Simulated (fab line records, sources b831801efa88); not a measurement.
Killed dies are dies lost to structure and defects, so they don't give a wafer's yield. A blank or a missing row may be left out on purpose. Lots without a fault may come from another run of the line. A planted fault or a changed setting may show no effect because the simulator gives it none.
Which tool did it? | flow sky130 | 6 lots, 18 wafers sampled, at 1 step of a route of 708

WHAT THE GAUGES READ, wafer by wafer
SKY_SONOS_ONO_OVL_MEAS_14.
lot  | measured     | on         | SONOS_ONO_OVL (nm)
L530 | day 13 12:36 | overlay-01 | 0.7 0.3 -0.2
L533 | day 14 19:05 | overlay-01 | -1.3 -1.3 -0.7
L542 | day 17 14:35 | overlay-01 | -0.8 -3.2 -1.1
L545 | day 18 12:56 | overlay-01 | -0.7 -1.5 -0.5
L547 | day 19 13:35 | overlay-01 | 0.4 0.4 -1.2
L549 | day 20 04:17 | overlay-02 | -0.7 -2.3 -1.6

WHICH TOOL RAN EACH LOT (tool, then ch and the chambers of the sampled wafers, then the start)
The record holds no process step before these readings.

THE ANSWER, worked out from the rows above alone
Rule: what is usual is taken from the lots themselves. Put in order of their means at a reading, lots are off if they are a third of the lots or fewer, leave a main group of 4 or more, and stand apart from it by a gap of 3 or more times the standard deviation of the main group's means; of several such gaps the widest counts. A main group whose means are all the same, to the digits that the tables above print for the reading, isn't used. A lot without any number at a reading at which 4 lots or more have one is off too. The other lots that the step has rows for count as sound.
No lot is off at any reading shown: from this, nothing can be told.

WHAT THE SIMULATOR HAD PUT IN
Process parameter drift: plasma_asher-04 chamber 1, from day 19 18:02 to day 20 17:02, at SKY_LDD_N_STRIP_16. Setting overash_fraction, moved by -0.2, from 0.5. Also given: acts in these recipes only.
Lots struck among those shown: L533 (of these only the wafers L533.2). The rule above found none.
